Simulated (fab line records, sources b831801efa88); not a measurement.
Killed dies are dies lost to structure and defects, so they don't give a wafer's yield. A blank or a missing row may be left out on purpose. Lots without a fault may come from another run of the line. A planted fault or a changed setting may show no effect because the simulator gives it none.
A struck lot beside a sound one | flow sky130 | 31 steps out of a route of 708
Sound: wafers L991.2, L991.3, L991.5. Struck: wafer L103.2. (L103.3, L103.6 of the same lot were not struck and are left out.) The cause comes at the end.
At each step with rows: each side's tool, then ch and its chambers, then its first start. Under that, the readings that differ: sound wafers | struck wafers | difference of the means | sigmas: that difference in standard deviations of wafers without a fault.
alike: readings whose means differ by less than 2 such deviations, and words and numbers that are the same on both sides. not compared: withheld readings, readings that some wafer has no value for, bounds like >300 that may hide the same value, and numbers for which the record gives no deviation and whose values overlap.
The two part at a step that has a row with sigmas, a row that says differs or no value, or rows on one side only. Numbers that don't overlap but have no deviation are shown without sigmas and don't part them. A reading that every wafer of one side lacks parts them only if that side has two wafers or more.

SKY_VIA1_ETCH_15: etches SiO2 in C4F8/O2/Ar, stops on TiN, target depth 351 nm, time 54 s.
  sound on rie_diel-03 ch 1,2,3, day 33 19:26; struck on rie_diel-03 ch 3, day 37 23:14
  alike: oes_product_au
  not compared: rf_hours_counter_h
SKY_VIA1_STRIP_16: strips in O2/N2.
  sound on plasma_asher-03 ch 0,1, day 33 19:28; struck on plasma_asher-02 ch 1, day 37 23:16
  alike: drypump_motor_current_A, oes_product_au, strip_time_to_endpoint_s
  not compared: rf_hours_counter_h
then, 4 steps without rows for these wafers: SKY_VIA1_STRIP_17 (strips in post etch residue remover, time 1200 s); SKY_VIA1_CLEAN_18 (cleans in IPA, time 180 s); SKY_VIA1_CLEAN_19 (cleans in O3/DIW); SKY_VIA1_SPUTTER_20 (material TiN, target thk 20 nm, time 80 s).
SKY_VIA1_CVD_21: deposits W, target thk 270 nm, time 80.902 s.
  sound on cvd_w-01 ch 1, day 33 20:08; struck on cvd_w-01 ch 1, day 37 23:59
  alike: heater_power_w
SKY_VIA1_RS_MEAS_22: measures by four-point-probe.
  sound on film_metro-04, day 33 20:14; struck on film_metro-04, day 38 00:07
  alike: VIA1_W_RS
SKY_VIA1_THK_MEAS_23: measures by xrf.
  sound on film_metro-04, day 33 20:21; struck on film_metro-04, day 38 00:13
  alike: VIA1_W_THK
then, 1 step without rows for these wafers: SKY_VIA1_CMP_24 (polishes, stops on SiO2, t overpolish 15 s, target thk 0 nm).
SKY_METAL2_SPUTTER_00: material Ti, target thk 15 nm, time 10 s.
  sound on pvd_sputter-03, day 33 20:42; struck on pvd_sputter-03, day 38 00:34
  alike: throttle_valve_pct
then, 1 step without rows for these wafers: SKY_METAL2_SPUTTER_01 (material TiN, target thk 20 nm, time 16.7 s).
SKY_METAL2_SPUTTER_02: material AlCu, target thk 250 nm, time 13.3 s.
  sound on pvd_sputter-03, day 33 20:45; struck on pvd_sputter-03, day 38 00:40
  reading                                     | sound             | struck | difference | sigmas
  model.AlCu_of_METAL2_SPUTTER_02.thk_nm (nm) | 251.1 250.1 248.8 | 403.1  | +153.1     |
  alike: throttle_valve_pct
then, 2 steps without rows for these wafers: SKY_METAL2_SPUTTER_03 (material Ti, target thk 5 nm, time 3.3 s); SKY_METAL2_SPUTTER_04 (material TiN, target thk 70 nm, time 58.3 s).
SKY_METAL2_RS_MEAS_05: measures by four-point-probe.
  sound on film_metro-04, day 33 20:52; struck on film_metro-01, day 38 00:52
  reading                 | sound                | struck | difference | sigmas
  METAL2_ALCU_RS (ohm/sq) | 0.1261 0.1266 0.1275 | 0.0780 | -0.0487    | -35
SKY_METAL2_THK_MEAS_06: measures by xrf.
  sound on film_metro-04, day 33 20:58; struck on film_metro-01, day 38 00:59
  reading              | sound             | struck | difference | sigmas
  METAL2_ALCU_THK (nm) | 251.2 251.1 248.5 | 404.9  | +154.6     | +55
then, 8 steps without rows for these wafers: SKY_METAL2_DEHYDRATE_07 (time 60 s); SKY_METAL2_HMDS_08 (prime time 60 s); SKY_METAL2_COAT_09 (resist thk 60 nm); SKY_METAL2_COAT_10 (resist thk 450 nm); SKY_METAL2_SOFTBAKE_11 (time 90 s); SKY_METAL2_EXPOSE_12 (exposes mask MM2, target cd 140 nm); SKY_METAL2_PEB_13; SKY_METAL2_DEVELOP_14 (develop time 60 s).
SKY_METAL2_CD_MEAS_15: target cd 140 nm.
  sound on cd_sem-02, day 34 23:07; struck on cd_sem-01, day 39 01:52
  alike: cd_nm
SKY_METAL2_OVL_MEAS_16:
  sound on overlay-02, day 34 23:14; struck on overlay-01, day 39 01:59
  alike: METAL2_OVL
then, 1 step without rows for these wafers: SKY_METAL2_DESCUM_17 (chemistry O2, time 8 s).
SKY_METAL2_ETCH_18: etches BARC in N2/H2, stops on SiO2, time 45.9 s, target depth 60 nm.
  sound on rie_metal-01 ch 0,1, day 34 23:17; struck on rie_metal-01 ch 0, day 39 02:02
  alike: drypump_motor_current_A, he_backside_leak_sccm, oes_product_au, throttle_valve_pct
  not compared: rf_hours_counter_h
SKY_METAL2_METAL_ETCH_19: etches the open film in Cl2/BCl3, stops on SiO2, target depth 360 nm, time 78 s.
  sound on rie_metal-01 ch 0,1, day 34 23:21; struck on rie_metal-01 ch 0, day 39 02:06
  reading               | sound             | struck | difference | sigmas
  oes_product_au (a.u.) | 0.856 0.852 0.849 | 1.002  | +0.150     | +27
  alike: drypump_motor_current_A, he_backside_leak_sccm, throttle_valve_pct
  not compared: rf_hours_counter_h
then, 1 step without rows for these wafers: SKY_METAL2_STRIP_20 (strips in O2/N2).

WHERE THEY PART
First at SKY_METAL2_RS_MEAS_05; last, within this record, at SKY_METAL2_METAL_ETCH_19.

WHY: what the simulator had put in
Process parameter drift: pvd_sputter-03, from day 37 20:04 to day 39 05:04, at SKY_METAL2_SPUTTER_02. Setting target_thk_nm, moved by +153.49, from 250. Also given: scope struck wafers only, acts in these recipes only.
